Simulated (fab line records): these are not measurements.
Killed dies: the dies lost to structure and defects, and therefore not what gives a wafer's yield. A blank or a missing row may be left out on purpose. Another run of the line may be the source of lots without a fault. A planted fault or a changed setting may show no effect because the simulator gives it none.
What tool caused it? | flow sky130 | 18 wafers from 6 lots sampled at 3 of the route's 708 steps

WHAT THE GAUGES READ, wafer by wafer
SKY_LDD_HVN_TW_MEAS_10.
lot  | measured     | on            | LDD_HVN_TW
L264 | day 20 19:23 | film metro-04 | 1420 1423 1426
L272 | day 23 17:14 | film metro-04 | 1773 1781 1780
L275 | day 24 19:11 | film metro-02 | 1437 1431 1426
L279 | day 26 13:24 | film metro-04 | 1421 1422 1428
L281 | day 26 21:38 | film metro-01 | 1438 1444 1431
L285 | day 28 05:34 | film metro-01 | 1436 1435 1437

WHICH TOOL RAN EACH LOT (tool, then ch and the chambers of the sampled wafers, then the start)
lot  | SKY_POLY_GATE_ETCH_16              | SKY_LDD_HVN_IMPLANT_08
L264 | rie diel-03 ch 1,2,3, day 16 20:13 | implanter-03 ch 0, day 20 19:08
L272 | rie diel-02 ch 0,2,3, day 19 17:20 | implanter-01 ch 0, day 23 16:40
L275 | rie diel-04 ch 0,1,3, day 20 21:01 | implanter-02 ch 0, day 24 18:58
L279 | rie diel-03 ch 1,2, day 22 16:08   | implanter-02 ch 0, day 26 13:11
L281 | rie diel-03 ch 2,3, day 23 01:16   | implanter-03 ch 0, day 26 21:22
L285 | rie diel-02 ch 0,3, day 24 10:31   | implanter-02 ch 0, day 28 05:19
- SKY_POLY_GATE_ETCH_16: etches Si3N4 in CH3F/O2, stops on poly-Si, time 147.5 s, target depth 75 nm.
- SKY_LDD_HVN_IMPLANT_08

THE ANSWER, worked out from the rows above alone
Rule: the usual values come from the lots themselves. Put in order of their means at a reading, lots are off if they are a third of the lots or fewer, leave a main group of 4 or more, and stand apart from it by a gap of 3 or more times the standard deviation of the main group's means; of several such gaps the widest counts. Not used: any main group whose means are identical at the precision the tables above print for the reading. A lot without any number at a reading at which 4 lots or more have one is off too. The other lots that the step has rows for count as sound.
Off: at SKY_LDD_HVN_TW_MEAS_10 (LDD_HVN_TW), L272. For the main group the mean is 1430 and the standard deviation 6.1.
A tool fits if, at a process step before that reading, it ran every lot that is off, and no sound lot after the first of them. Gauges at SKY_LDD_HVN_TW_MEAS_10: tried the same way as those tools. One fits: SKY_LDD_HVN_IMPLANT_08 on implanter-01. It ran no sound lot before its first lot that is off in this sample, so the start can't be narrowed down.

WHAT THE SIMULATOR PUT IN
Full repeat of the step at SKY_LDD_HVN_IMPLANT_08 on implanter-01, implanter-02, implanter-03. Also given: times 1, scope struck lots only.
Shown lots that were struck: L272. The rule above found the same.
